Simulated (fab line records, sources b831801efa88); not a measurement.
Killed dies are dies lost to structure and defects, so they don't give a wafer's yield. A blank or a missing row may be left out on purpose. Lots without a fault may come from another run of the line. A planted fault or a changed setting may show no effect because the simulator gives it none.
One fault seen from 2 desks | flow gf180mcu | each desk has only its own numbers; what lay behind them comes last

THE METROLOGY DESK
What the gauges read, lot by lot, whatever tool the lot ran on: means of the sampled wafers that have a number. A lot is out of limits, marked OUT, if its mean lies more than 4 standard deviations from the usual mean; the brackets give that distance.
Columns: A = INCOMING_BOW at GF_STI_BOW_MEAS_00, usual 0 um; B = STI_OXIDATION_THK at GF_STI_THK_MEAS_02, usual 9.94 nm; C = STI_CVD_03_THK at GF_STI_THK_MEAS_04, usual 208.4 nm; D = cd_nm at GF_STI_CD_MEAS_12, usual 219.6 nm
lot  | first seen here | A  | B     | C     | D
L746 | day 2 06:02     | -3 | 10.00 | 205.7 | 219.9
L748 | day 2 16:04     | -4 | 10.06 | 212.2 | 219.3
L749 | day 2 21:01     | -1 | 9.66  | 209.9 | 223.6
L754 | day 3 22:00     | -2 | 10.32 | 210.4 | 221.1
L758 | day 4 18:02     | 3  | 10.06 | 209.8 | 221.4
L760 | day 5 04:01     | -1 | 10.04 | 209.5 | 218.0
This desk's finding: nothing out of limits on any of the 6 lots.

THE TOOL OWNER'S DESK: litho_track-03
The tool's own readings at GF_STI_PEB_10 (peb time 90 s): means of the sampled wafers that have a number, for each lot that ran on this tool. A lot is out of limits, marked OUT, if its mean lies more than 4 standard deviations from the usual mean; the brackets give that distance.
Columns: A = heater_power_total_W at GF_STI_PEB_10, usual 85.70 W; B = plate_temp_C at GF_STI_PEB_10, usual 135.02 C
lot  | first seen here | A                | B
L746 | day 2 21:37     | 85.76            | 135.07
L749 | day 3 13:32     | 85.08 (-7.7) OUT | 134.14 (-6.3) OUT
L754 | day 4 18:11     | 85.01 (-8.5) OUT | 134.40 (-4.5) OUT
This desk's finding: out of limits on L749, L754; first on L749, day 3 13:32 (heater_power_total_W at GF_STI_PEB_10). In limits: L746.

PUT TOGETHER
The tool owner's desk could have raised an alarm at day 3 13:32, on L749, L754.
The metrology desk saw nothing out of limits.
The metrology desk has L749, L754 on record, within its limits.
Of the lots named, all ran GF_STI_PEB_10 on litho_track-03.

WHAT THE SIMULATOR HAD PUT IN
Process parameter drift: litho_track-03, from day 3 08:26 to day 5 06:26, at GF_STI_PEB_10. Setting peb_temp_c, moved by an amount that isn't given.
Lots struck among those shown: L749, L754.
Hours from the fault's start to each desk's first reading out of limits: the tool owner's desk, 5.
